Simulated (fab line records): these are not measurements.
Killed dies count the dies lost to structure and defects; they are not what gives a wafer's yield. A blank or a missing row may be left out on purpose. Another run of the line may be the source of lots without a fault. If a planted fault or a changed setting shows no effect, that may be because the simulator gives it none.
fab line records | flow sky130
[record] lots = 6 wafers = 18 lastDay = 50
route steps=708 shown LDD_HVP@288 LDD_LDN@289 PAD_OPEN@708
lots that met no fault: from a run of the same line without faults
startH: start of the lot's first displayed wafer, in hours after the record's first day | waitH: hours since the lot's step before | " same as the row above | L1.1+2: several wafers, shown together as one row | - value missing, or start not given | * or withheld: withheld | < > ~ a bound
route shown NAME@n: NAME is a module with steps in the file, n the number in the route of the first one | usual: mean/standard deviation of fault-free wafers | same: alike in all rows | chamber/n: place in a boat | sites: the reading at each site | _std_site: standard deviation of those values | _edge_site: the outer-site mean with the inner-site mean subtracted | radiusMm: for every site, how far away it sits from the centre of the wafer | mask NAME#n: copy n | behind: the most recent tool/chamber to have shaped the wafer | hold: cause of the lot's hold/its duration in hours/its outcome | device: the transistor (n, p or np) that didn't switch | end of line: tests of these same wafers at the route's end | where a step has no rows: the recipe by itself | killed: the dies lost at the first sort to structure and to defects; this is not the yield of the wafer | map: a wafer's dies, x killed, . not, _ none there
set.NAME: the setting that was run; set.NAME@STEP: the one run at that earlier step | model.NAME: the simulator's own value behind a step, which no gauge read
certain route steps with their lots: each step a table, each wafer a row
services: a tool's chamber out of use, with start hour (startH, from the record's first day; less than 0 if before it), hours out, and reason
[[steps]]
[step SKY_LDD_HVP_TW_MEAS_10]
[usual] LDD_HVP_TW = 457/4.9
// columns lot.wafer tool chamber startH waitH LDD_HVP_TW
L964.3 filmMetro-02 - 540.42 0.1 458
L964.4 " - " " 459
L964.5 " - " " 458
L965.2 filmMetro-02 - 555.71 0.1 460
L965.3 " - " " 459
L965.5 " - " " 458
L968.1 filmMetro-02 - 593.49 0.1 460
L968.5 " - " " 457
L968.6 " - " " 459
L973.2 filmMetro-02 - 644.98 0.1 457
L973.3 " - " " 460
L973.6 " - " " 458
L976.2 filmMetro-03 - 663.98 0.1 452
L976.4 " - " " 451
L976.5 " - " " 450
L979.2 filmMetro-01 - 683.80 0.1 466
L979.3 " - " " 463
L979.4 " - " " 463
[step SKY_LDD_LDN_DEHYDRATE_00]
[recipe] tempC = 200 timeS = 60
[step SKY_LDD_LDN_HMDS_01]
[recipe] primeTimeS = 60 primeTempC = 120
[step SKY_LDD_LDN_COAT_02]
[recipe] resist = NOVOLAK spinRpm = 3000 resistThkNm = 1140
[step SKY_LDD_LDN_SOFTBAKE_03]
[recipe] tempC = 90 timeS = 60 resist = NOVOLAK
[step SKY_LDD_LDN_EXPOSE_04]
[recipe] maskId = LDNTM na = 0.6 sourceShape = conventional sigmaOuter = 0.6 polarization = unpolarized targetCdNm = 700 doseMj = 140
[step SKY_LDD_LDN_PEB_05]
[recipe] tempC = withheld timeS = * resist = NOVOLAK
[step SKY_LDD_LDN_DEVELOP_06]
[recipe] resist = NOVOLAK developer = TMAH developTimeS = 60 devTempC = 23
[step SKY_LDD_LDN_OVL_MEAS_07]
[usual] LDD_LDN_OVL = 0.5/1.1
// columns lot.wafer tool chamber startH waitH LDD_LDN_OVL[nm]
L964.3 overlay-01 - 569.65 0.1 -0.1
L964.4 " - " " 0.2
L964.5 " - " " -0.9
L965.2 overlay-02 - 585.26 0.1 -0.4
L965.3 " - " " 1.4
L965.5 " - " " -0.1
L968.1 overlay-02 - 622.43 0.1 1.0
L968.5 " - " " -0.6
L968.6 " - " " 1.2
L973.2 overlay-02 - 672.64 0.1 0.2
L973.3 " - " " 0.3
L973.6 " - " " 2.3
L976.2 overlay-02 - 691.74 0.1 0.3
L976.4 " - " " 0.7
L976.5 " - " " 1.5
L979.2 overlay-01 - 711.59 0.1 0.0
L979.3 " - " " 0.1
L979.4 " - " " -0.3
[step SKY_LDD_LDN_IMPLANT_08]
[recipe] species = As energyKev = 15 doseCm2 = 1.25e+13 tiltDeg = withheld rotationDeg = 23
[step SKY_LDD_LDN_IMPLANT_09]
[recipe] species = As energyKev = 15 doseCm2 = 1.25e+13 tiltDeg = withheld rotationDeg = 113
[step SKY_LDD_LDN_IMPLANT_10]
[recipe] species = As energyKev = 15 doseCm2 = 1.25e+13 tiltDeg = withheld rotationDeg = 203
[step SKY_LDD_LDN_IMPLANT_11]
[recipe] species = As energyKev = 15 doseCm2 = 1.25e+13 tiltDeg = withheld rotationDeg = 293
[usual] doseIonsCm2 = 1.25e+13/1.3e+10 faradayCurrentUA = 70.5/1.3
// columns lot.wafer tool chamber startH waitH doseIonsCm2 faradayCurrentUA
L964.3 implanter-01 0 570.17 0.1 1.251e+13 68.1
L964.4 " 0 " " 1.2504e+13 67.7
L964.5 " 0 " " 1.2494e+13 68.8
L965.2 implanter-01 0 585.76 0.1 1.1629e+13 66.4
L965.3 " 0 " " 1.1633e+13 61.5
L965.5 " 0 " " 1.1613e+13 64.4
L968.1 implanter-01 0 622.92 0.1 1.1639e+13 65.4
L968.5 " 0 " " 1.1638e+13 65.8
L968.6 " 0 " " 1.1616e+13 67.0
L973.2 implanter-02 0 673.15 0.1 1.2484e+13 70.3
L973.3 " 0 " " 1.2455e+13 70.6
L973.6 " 0 " " 1.2488e+13 73.5
L976.2 implanter-04 0 692.25 0.1 1.2503e+13 70.7
L976.4 " 0 " " 1.2513e+13 69.7
L976.5 " 0 " " 1.2493e+13 68.8
L979.2 implanter-04 0 712.10 0.1 1.2487e+13 70.7
L979.3 " 0 " " 1.2509e+13 68.8
L979.4 " 0 " " 1.2507e+13 68.6
[step SKY_LDD_LDN_STRIP_12]
[recipe] chemistry = O2/N2 powerW = 1400 pressureMtorr = 1500 platenTempC = withheld o2FlowSccm = 3000 n2FlowSccm = 300 overashFraction = 0.5
[usual] chamberPressureMTorr = 1499.9/1.5 drypumpMotorCurrentA = 6.1/0.53 oesProductAu = 0.716/0.0044 stripTimeToEndpointS = 14.18/0.047
// columns lot.wafer tool chamber startH waitH chamberPressureMTorr drypumpMotorCurrentA oesProductAu rfHoursCounterH stripTimeToEndpointS
L964.3 plasmaAsher-04 0 570.30 0.1 1502.8 5.2 0.715 - 14.11
L964.4 " 1 " " 1499.0 6.7 0.711 - 14.10
L964.5 " 1 " " 1500.8 6.7 0.714 - 14.10
L965.2 plasmaAsher-03 1 585.89 0.1 1500.8 6.4 0.715 17 14.16
L965.3 " 1 " " 1502.4 6.4 0.720 - 14.18
L965.5 " 0 " " 1498.6 5.7 0.710 - 14.21
L968.1 plasmaAsher-01 0 623.07 0.1 1500.1 6.3 0.715 54 14.19
L968.5 " 0 " " 1498.3 6.2 0.719 - 14.23
L968.6 " 1 " " 1500.4 6.4 0.711 - 14.23
L973.2 plasmaAsher-04 1 673.27 0.1 1499.0 6.7 0.717 93 14.22
L973.3 " 0 " " 1500.7 5.2 0.714 - 14.19
L973.6 " 1 " " 1499.9 6.8 0.721 - 14.22
L976.2 plasmaAsher-03 1 692.37 0.1 1499.9 6.3 0.709 27 14.12
L976.4 " 0 " " 1501.6 5.7 0.718 - 14.13
L976.5 " 0 " " 1501.5 5.7 0.715 - 14.14
L979.2 plasmaAsher-01 0 712.22 0.1 1498.8 6.3 0.720 63 14.24
L979.3 " 0 " " 1500.7 6.3 0.712 - 14.22
L979.4 " 1 " " 1500.9 6.4 0.719 - 14.24
[step SKY_PAD_OPEN_PROBE_99]
[usual] killed_at_M0_to_M3 = 43/7.3 killed_at_M4_up = 3.4/1.7 killedAtContacts = 24/4.5 killedAtFrontEnd = 16/4.4 killedAtOther = 0.2/0.51 killedDies = 86/9.7 killedOpen = 46/6.6 killedShort = 39/7.1
[same] grossDies = 492 killedAtBackSide = 0
// columns lot.wafer tool chamber startH waitH killed_at_M0_to_M3 killed_at_M4_up killedAtContacts killedAtFrontEnd killedAtOther killedDies killedOpen killedShort
L964.3 prober-01 - 1106.83 0.2 32 3 25 8 0 68 33 35
L964.4 prober-01 - 1106.88 0.2 51 3 26 10 1 91 51 40
L964.5 prober-01 - 1106.93 0.2 37 3 30 14 0 84 44 40
L968.1 prober-01 - 1139.17 0.1 41 2 26 18 1 88 53 35
L968.5 prober-01 - 1139.37 0.2 31 2 23 20 0 76 44 32
L968.6 prober-01 - 1139.42 0.2 37 3 23 28 0 91 48 43
L965.2 prober-01 - 1167.10 0.1 40 5 22 20 0 87 43 44
L965.3 prober-01 - 1167.15 0.2 46 5 19 16 0 86 34 51
L965.5 prober-01 - 1167.25 0.2 58 3 23 19 0 103 50 53
L973.2 prober-01 - 1171.14 0.1 41 2 19 20 0 82 51 31
L973.3 prober-01 - 1171.19 0.2 52 5 18 20 0 95 42 53
L973.6 prober-01 - 1171.34 0.2 45 2 20 6 1 74 37 37
L976.2 prober-01 - 1186.44 0.1 44 4 20 13 1 82 45 37
L976.4 prober-01 - 1186.54 0.2 39 5 19 15 0 78 40 38
L976.5 prober-01 - 1186.59 0.2 36 6 21 14 0 77 37 40
L979.2 prober-01 - 1197.62 0.1 42 6 13 15 0 76 43 33
L979.3 prober-01 - 1197.67 0.2 42 7 23 12 1 85 41 44
L979.4 prober-01 - 1197.72 0.2 36 4 24 7 0 71 32 39
// killed by level:class
L964.3 VIA1:geometricParticle:open=8 CONTACT:geometricParticle:short=7 VIA2:geometricParticle:open=7 LI_CONTACT:geometricParticle:open=6 LOCAL_INTERCONNECT:geometricParticle:short=4 VIA3:geometricParticle:open=4 POLY_GATE:geometricParticle:short=3 METAL4:geometricParticle:short=3
L964.4 VIA1:geometricParticle:open=13 CONTACT:geometricParticle:open=12 VIA2:geometricParticle:open=9 LOCAL_INTERCONNECT:geometricParticle:short=7 VIA1:geometricParticle:short=6 METAL1:geometricParticle:short=5 LI_CONTACT:geometricParticle:open=5 VIA2:geometricParticle:short=5
L964.5 VIA1:geometricParticle:open=12 CONTACT:geometricParticle:open=10 CONTACT:geometricParticle:short=8 VIA2:geometricParticle:open=7 LI_CONTACT:geometricParticle:open=6 METAL2:geometricParticle:short=6 LOCAL_INTERCONNECT:geometricParticle:short=5 FIELD_ISO:geometricParticle:open=4
L968.1 VIA2:geometricParticle:open=12 CONTACT:geometricParticle:open=9 VIA3:geometricParticle:open=9 VIA1:geometricParticle:open=8 LOCAL_INTERCONNECT:geometricParticle:short=7 METAL2:geometricParticle:short=6 POLY_GATE:geometricParticle:short=5 FIELD_ISO:geometricParticle:open=4
L968.5 VIA2:geometricParticle:open=10 CONTACT:geometricParticle:open=10 FIELD_ISO:geometricParticle:short=7 VIA1:geometricParticle:open=7 LOCAL_INTERCONNECT:geometricParticle:short=5 CONTACT:geometricParticle:short=5 FIELD_ISO:geometricParticle:open=4 POLY_GATE:geometricParticle:open=4
L968.6 VIA1:geometricParticle:open=12 FIELD_ISO:geometricParticle:open=8 CONTACT:geometricParticle:short=8 POLY_GATE:geometricParticle:open=7 POLY_GATE:geometricParticle:short=6 LI_CONTACT:geometricParticle:open=5 CONTACT:geometricParticle:open=5 METAL1:geometricParticle:short=4
L965.2 VIA1:geometricParticle:open=9 CONTACT:geometricParticle:open=8 LI_CONTACT:geometricParticle:short=6 VIA3:geometricParticle:open=6 POLY_GATE:geometricParticle:short=5 VIA2:geometricParticle:short=5 LI_CONTACT:geometricParticle:open=5 VIA3:geometricParticle:short=5
L965.3 METAL1:geometricParticle:short=10 CONTACT:geometricParticle:open=6 VIA2:geometricParticle:short=6 FIELD_ISO:geometricParticle:short=5 POLY_GATE:geometricParticle:short=5 LOCAL_INTERCONNECT:geometricParticle:short=5 VIA1:geometricParticle:open=5 VIA3:geometricParticle:open=5
L965.5 VIA1:geometricParticle:open=14 VIA1:geometricParticle:short=9 METAL1:geometricParticle:short=8 METAL2:geometricParticle:short=8 POLY_GATE:geometricParticle:open=6 VIA2:geometricParticle:open=6 CONTACT:geometricParticle:open=5 VIA2:geometricParticle:short=5
L973.2 VIA1:geometricParticle:open=9 CONTACT:geometricParticle:open=7 FIELD_ISO:geometricParticle:open=6 POLY_GATE:geometricParticle:open=6 LI_CONTACT:geometricParticle:open=5 METAL2:geometricParticle:short=5 VIA2:geometricParticle:open=5 VIA3:geometricParticle:open=5
L973.3 VIA1:geometricParticle:open=11 VIA3:geometricParticle:open=9 FIELD_ISO:geometricParticle:short=7 METAL3:geometricParticle:short=7 METAL2:geometricParticle:short=6 CONTACT:geometricParticle:short=6 LI_CONTACT:geometricParticle:open=5 METAL1:geometricParticle:short=5
L973.6 VIA1:geometricParticle:open=8 VIA3:geometricParticle:open=7 METAL2:geometricParticle:short=7 CONTACT:geometricParticle:open=7 METAL1:geometricParticle:short=7 CONTACT:geometricParticle:short=6 VIA2:geometricParticle:open=6 LI_CONTACT:geometricParticle:open=5
L976.2 VIA1:geometricParticle:open=12 VIA3:geometricParticle:open=10 CONTACT:geometricParticle:short=6 VIA2:geometricParticle:open=5 LI_CONTACT:geometricParticle:open=5 LOCAL_INTERCONNECT:geometricParticle:short=4 FIELD_ISO:geometricParticle:short=4 FIELD_ISO:geometricParticle:open=3
L976.4 CONTACT:geometricParticle:open=9 VIA2:geometricParticle:open=9 FIELD_ISO:geometricParticle:short=7 METAL2:geometricParticle:short=6 VIA1:geometricParticle:open=6 VIA3:geometricParticle:open=5 METAL1:geometricParticle:short=5 METAL4:geometricParticle:short=4
L976.5 VIA1:geometricParticle:open=13 LOCAL_INTERCONNECT:geometricParticle:short=7 VIA3:geometricParticle:open=6 METAL4:geometricParticle:short=6 CONTACT:geometricParticle:open=5 CONTACT:geometricParticle:short=4 METAL1:geometricParticle:short=4 VIA1:geometricParticle:short=4
L979.2 POLY_GATE:geometricParticle:open=8 METAL1:geometricParticle:short=8 VIA3:geometricParticle:open=8 VIA1:geometricParticle:open=7 METAL2:geometricParticle:short=6 CONTACT:geometricParticle:open=4 CONTACT:geometricParticle:short=4 FIELD_ISO:geometricParticle:open=3
L979.3 METAL2:geometricParticle:short=12 VIA1:geometricParticle:open=11 LI_CONTACT:geometricParticle:open=8 METAL4:geometricParticle:short=7 CONTACT:geometricParticle:short=5 VIA2:geometricParticle:open=5 VIA3:geometricParticle:open=5 LI_CONTACT:geometricParticle:short=4
L979.4 VIA1:geometricParticle:open=7 LOCAL_INTERCONNECT:geometricParticle:short=7 METAL2:geometricParticle:short=7 CONTACT:geometricParticle:open=6 POLY_GATE:geometricParticle:short=5 VIA1:geometricParticle:short=5 VIA2:geometricParticle:open=5 LI_CONTACT:geometricParticle:short=4
[[services]]
// columns tool chamber startH hours kind
implanter-02 - 549.29 6.5 repair
implanter-04 - 551.00 4.1 pm
implanter-01 - 643.83 2.3 repair
implanter-04 - 667.40 10.4 repair
implanter-02 - 706.60 3.0 pm
[[key]]
[firstSign] step = SKY_LDD_LDN_IMPLANT_11 reading = doseIonsCm2 direction = down sigmas = 69 usual = * struck = *
[effect] step = SKY_LDD_LDN_IMPLANT_11 reading = faradayCurrentUA direction = down sigmas = 4.1 usual = 70.5 struck = 65.1
metAt SKY_LDD_LDN_IMPLANT_11
struckWafers L965.2,L965.3,L965.5,L968.1,L968.5,L968.6
testerLeftOut L965,L968
onsetBetween 570.17 585.76
[fault] kind = processParameterDrift tool = implanter-01 chamber = - onsetH = 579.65 steps = SKY_LDD_LDN_IMPLANT_11 channel = doseCm2 offset = * shape = step endH = 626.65 actsIn = * stated = *
// testerLeftOut: of these lots the tester's yield and bins aren't shown, on N5 and GAA mostly nor the transistor test; their killed dies are dies lost to structure and defects alone, not to doping, threshold or leakage, so they don't give the yield
